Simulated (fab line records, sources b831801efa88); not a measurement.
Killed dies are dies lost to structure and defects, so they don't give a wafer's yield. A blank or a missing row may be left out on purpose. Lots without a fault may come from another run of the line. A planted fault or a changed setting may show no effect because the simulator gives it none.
fab line records | flow sky130
record lots=5 wafers=15 last_day=50
route steps=708 shown LDD_HVN@270 LDD_HVP@278 LDD_LDN@289
lots that met no fault: from a run of the same line without faults
start_h: hours from the record's first day to the start of the lot's first wafer shown | wait_h: hours since the lot's step before | " the same as in the row above | L1.1+2: a row that stands for several wafers | - no value, or no start given | * or withheld: withheld | < > ~ a bound
route shown NAME@n: a module of which the file shows steps, and the number in the route of the first | usual: mean/standard deviation of fault-free wafers | same: alike in all rows | chamber/n: place in a boat | sites: the reading at each site | _std_site: their standard deviation | _edge_site: outer sites' mean less inner sites' | radius_mm: how far each site lies from the wafer's centre | mask NAME#n: copy n | behind: the tool/chamber that last shaped the wafer | hold: why the lot was held/for how many hours/how that ended | device: the transistor (n, p or np) that didn't switch | end of line: the same wafers' tests at the end of the route | a step without rows: its recipe alone | killed: dies lost to structure and defects at the first sort, not the wafer's yield | map: a wafer's dies, x killed, . not, _ none there
set.NAME: the setting as run; set.NAME@STEP: as run at that earlier step | model.NAME: the simulator's own value behind a step, which no gauge read
lots at some steps of the route; a table a step, a row a wafer
services: from which hour (start_h, from the record's first day; less than 0 if before it) a tool's chamber was out of use, for how many hours, and why
## steps
# step SKY_LDD_HVN_SOFTBAKE_03
# recipe temp_c=90 time_s=60 resist=NOVOLAK
# step SKY_LDD_HVN_EXPOSE_04
# recipe mask_id=HVNTM na=0.6 source_shape=conventional sigma_outer=0.6 polarization=unpolarized target_cd_nm=700 dose_mj=127
# step SKY_LDD_HVN_PEB_05
# recipe temp_c=withheld time_s=* resist=NOVOLAK
# step SKY_LDD_HVN_DEVELOP_06
# recipe resist=NOVOLAK developer=TMAH develop_time_s=60 dev_temp_c=23
# step SKY_LDD_HVN_OVL_MEAS_07
# usual LDD_HVN_OVL=-0.6/1.3
# columns lot.wafer tool chamber start_h wait_h LDD_HVN_OVL[nm]
L929.1 overlay-01 - 494.97 0.1 -2.8
L929.3 " - " " -2.1
L929.6 " - " " -1.8
L935.4 overlay-02 - 553.01 0.1 -0.2
L935.5 " - " " -0.2
L935.6 " - " " 1.0
L938.1 overlay-02 - 579.49 0.1 -1.0
L938.2 " - " " -2.3
L938.4 " - " " -1.8
L944.1 overlay-02 - 637.82 0.1 -1.0
L944.3 " - " " -1.1
L944.4 " - " " -0.2
L947.2 overlay-02 - 660.55 0.1 -1.0
L947.3 " - " " -0.9
L947.4 " - " " -1.2
# step SKY_LDD_HVN_IMPLANT_08
# recipe species=P energy_kev=60 dose_cm2=3e+13 tilt_deg=40
# step SKY_LDD_HVN_STRIP_09
# recipe chemistry=O2/N2 power_w=1400 pressure_mtorr=1500 platen_temp_c=withheld o2_flow_sccm=3000 n2_flow_sccm=300 overash_fraction=0.5
# usual drypump_motor_current_A=5.6/0.43 n2_flow_sccm=300.0/0.91 o2_flow_sccm=3000/9.5 oes_product_au=0.408/0.0045 strip_time_to_endpoint_s=4.133/0.014
# columns lot.wafer tool chamber start_h wait_h drypump_motor_current_A n2_flow_sccm o2_flow_sccm oes_product_au rf_hours_counter_h strip_time_to_endpoint_s
L929.1 plasma_asher-01 1 495.16 0.1 5.6 299.5 3012 0.404 37 4.138
L929.3 " 1 " " 5.6 300.1 3000 0.411 - 4.120
L929.6 " 1 " " 5.6 299.4 3013 0.406 - 4.107
L935.4 plasma_asher-03 1 553.21 0.1 5.4 299.8 2999 0.413 - 4.130
L935.5 " 1 " " 5.5 299.6 3006 0.401 - 4.119
L935.6 " 0 " " 6.0 300.4 2998 0.406 - 4.150
L938.1 plasma_asher-03 0 579.68 0.1 6.0 299.3 2995 0.401 87 4.138
L938.2 " 1 " " 5.4 301.9 3015 0.415 87 4.121
L938.4 " 1 " " 5.4 301.2 2997 0.410 - 4.132
L944.1 plasma_asher-03 0 638.01 0.1 6.0 299.2 3006 0.413 93 4.116
L944.3 " 1 " " 5.4 300.1 2988 0.404 - 4.121
L944.4 " 0 " " 6.0 300.1 3005 0.406 - 4.136
L947.2 plasma_asher-01 1 660.73 0.1 5.5 299.6 3012 0.411 54 4.128
L947.3 " 1 " " 5.6 299.7 3008 0.408 - 4.129
L947.4 " 0 " " 6.2 300.1 2999 0.412 - 4.113
# step SKY_LDD_HVN_TW_MEAS_10
# usual LDD_HVN_TW=1434/10
# columns lot.wafer tool chamber start_h wait_h LDD_HVN_TW
L929.1 film_metro-03 - 495.26 0.1 1426
L929.3 " - " " 1425
L929.6 " - " " 1429
L935.4 film_metro-03 - 553.31 0.1 1446
L935.5 " - " " 1436
L935.6 " - " " 1443
L938.1 film_metro-01 - 579.78 0.1 1433
L938.2 " - " " 1427
L938.4 " - " " 1439
L944.1 film_metro-03 - 638.11 0.1 1439
L944.3 " - " " 1432
L944.4 " - " " 1435
L947.2 film_metro-01 - 660.84 0.1 1421
L947.3 " - " " 1417
L947.4 " - " " 1425
# step SKY_LDD_HVP_DEHYDRATE_00
# recipe temp_c=200 time_s=60
# step SKY_LDD_HVP_HMDS_01
# recipe prime_time_s=60 prime_temp_c=120
# step SKY_LDD_HVP_COAT_02
# recipe resist=NOVOLAK spin_rpm=3000 resist_thk_nm=300
# step SKY_LDD_HVP_SOFTBAKE_03
# recipe temp_c=90 time_s=60 resist=NOVOLAK
# step SKY_LDD_HVP_EXPOSE_04
# recipe mask_id=HVPTM na=0.6 source_shape=conventional sigma_outer=0.6 polarization=unpolarized target_cd_nm=700 dose_mj=86
# usual exposure_dose_mJ_cm2=86.01/0.087 focus_offset_nm=0.0/0.52
# same na=0.6
# columns lot.wafer tool chamber start_h wait_h mask exposure_dose_mJ_cm2 focus_offset_nm
L929.1 iline_stepper-01 0 511.02 - HVPTM#0 86.01 0.1
L929.3 " 0 " " HVPTM#0 86.07 0.0
L929.6 " 0 " " HVPTM#0 85.83 0.3
L935.4 iline_stepper-01 0 568.01 - HVPTM#0 85.88 1.0
L935.5 " 0 " " HVPTM#0 85.98 0.3
L935.6 " 0 " " HVPTM#0 85.99 0.2
L938.1 iline_stepper-01 0 594.54 - LDNTM#0 85.96 0.4
L938.2 " 0 " " LDNTM#0 86.13 -0.1
L938.4 " 0 " " LDNTM#0 86.06 0.1
L944.1 iline_stepper-01 0 652.42 - HVPTM#0 86.06 0.1
L944.3 " 0 " " HVPTM#0 86.14 0.1
L944.4 " 0 " " HVPTM#0 86.09 0.6
L947.2 iline_stepper-01 0 675.61 - HVPTM#0 86.07 -0.2
L947.3 " 0 " " HVPTM#0 85.89 0.5
L947.4 " 0 " " HVPTM#0 86.06 -0.7
# step SKY_LDD_HVP_PEB_05
# recipe temp_c=withheld time_s=* resist=NOVOLAK
# step SKY_LDD_HVP_DEVELOP_06
# recipe resist=NOVOLAK developer=TMAH develop_time_s=60 dev_temp_c=23
# step SKY_LDD_HVP_OVL_MEAS_07
# usual LDD_HVP_OVL=-0.6/1.6
# columns lot.wafer tool chamber start_h wait_h LDD_HVP_OVL[nm]
L929.1 overlay-01 - 525.70 0.1 -1.0
L929.3 " - " " 0.0
L929.6 " - " " -0.9
L935.4 overlay-02 - 583.11 0.1 -0.3
L935.5 " - " " -1.5
L935.6 " - " " -1.0
L938.1 overlay-01 - 608.95 0.1 -
L938.2 " - " " -
L938.4 " - " " -
L944.1 overlay-01 - 666.30 0.1 -0.2
L944.3 " - " " -0.3
L944.4 " - " " -1.3
L947.2 overlay-01 - 689.15 0.1 1.0
L947.3 " - " " -0.1
L947.4 " - " " 0.2
# step SKY_LDD_HVP_IMPLANT_08
# recipe species=B energy_kev=20 dose_cm2=1.7e+13 tilt_deg=17.9
# step SKY_LDD_HVP_STRIP_09
# recipe chemistry=O2/N2 power_w=1400 pressure_mtorr=1500 platen_temp_c=withheld o2_flow_sccm=3000 n2_flow_sccm=300 overash_fraction=0.5
# usual drypump_motor_current_A=5.6/0.45 n2_flow_sccm=300.0/0.82 o2_flow_sccm=3001/8 oes_product_au=0.408/0.0041 strip_time_to_endpoint_s=4.133/0.013
# columns lot.wafer tool chamber start_h wait_h drypump_motor_current_A n2_flow_sccm o2_flow_sccm oes_product_au rf_hours_counter_h strip_time_to_endpoint_s
L929.1 plasma_asher-03 1 525.88 0.1 5.4 299.1 3001 0.412 82 4.150
L929.3 " 0 " " 6.0 300.8 3003 0.402 - 4.153
L929.6 " 0 " " 6.0 299.7 3014 0.406 - 4.136
L935.4 plasma_asher-03 1 583.31 0.1 5.5 299.8 2996 0.408 - 4.129
L935.5 " 0 " " 6.0 300.6 3002 0.409 - 4.123
L935.6 " 1 " " 5.4 298.8 2992 0.411 - 4.143
L938.1 plasma_asher-02 1 609.13 0.1 4.8 301.3 2989 0.405 77 4.091
L938.2 " 0 " " 5.8 299.5 2994 0.404 77 4.116
L938.4 " 0 " " 5.8 300.0 2994 0.410 - 4.142
L944.1 plasma_asher-03 1 666.48 0.1 5.4 300.7 3004 0.407 96 4.152
L944.3 " 1 " " 5.4 301.6 3007 0.414 - 4.146
L944.4 " 0 " " 6.0 300.6 3006 0.409 - 4.138
L947.2 plasma_asher-04 1 689.33 0.1 5.5 300.6 2999 0.415 24 4.134
L947.3 " 1 " " 5.6 301.1 2997 0.406 - 4.147
L947.4 " 0 " " 6.1 300.7 2995 0.409 - 4.143
# step SKY_LDD_HVP_TW_MEAS_10
# usual LDD_HVP_TW=455/3.6
# columns lot.wafer tool chamber start_h wait_h LDD_HVP_TW
L929.1 film_metro-01 - 525.98 0.1 451
L929.3 " - " " 451
L929.6 " - " " 450
L935.4 film_metro-02 - 583.41 0.1 465
L935.5 " - " " 462
L935.6 " - " " 461
L938.1 film_metro-02 - 609.23 0.1 30
L938.2 " - " " 30
L938.4 " - " " 30
L944.1 film_metro-02 - 666.58 0.1 457
L944.3 " - " " 457
L944.4 " - " " 457
L947.2 film_metro-02 - 689.44 0.1 459
L947.3 " - " " 457
L947.4 " - " " 461
# step SKY_LDD_LDN_DEHYDRATE_00
# recipe temp_c=200 time_s=60
## services
# columns tool chamber start_h hours kind
iline_stepper-01 - 482.66 18.8 repair
plasma_asher-01 - 495.33 0.6 repair
plasma_asher-03 - 496.51 2.9 repair
plasma_asher-04 - 499.67 12.5 repair
plasma_asher-04 - 554.89 1.1 repair
plasma_asher-02 - 600.78 2.1 repair
iline_stepper-01 - 611.02 0.6 repair
iline_stepper-01 - 643.06 1.7 pm
plasma_asher-04 - 658.64 3.5 repair
plasma_asher-03 - 667.47 14.6 pm
## key
first_sign step=SKY_LDD_HVP_EXPOSE_04 reading=mask direction=changed
effect step=SKY_LDD_HVP_OVL_MEAS_07 reading=LDD_HVP_OVL direction=missing
effect step=SKY_LDD_HVP_TW_MEAS_10 reading=LDD_HVP_TW direction=down sigmas=99+ usual=455 struck=30
met_at SKY_LDD_HVP_EXPOSE_04
struck_wafers L938.1,L938.2,L938.4
sort_left_out L938.1,L938.2,L938.4
tester_left_out L938
onset_between 568.01 594.54
fault kind=wrong_mask tool=any chamber=- onset_h=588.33 steps=SKY_LDD_HVP_EXPOSE_04 aux_copy=LDNTM#0 scope=struck_lots_only
# tester_left_out: of these lots the tester's yield and bins aren't shown, on N5 and GAA mostly nor the transistor test; their killed dies are dies lost to structure and defects alone, not to doping, threshold or leakage, so they don't give the yield
# sort_left_out: the simulated sort isn't trusted on such a fault, so these wafers' sort isn't shown, and their yield isn't known
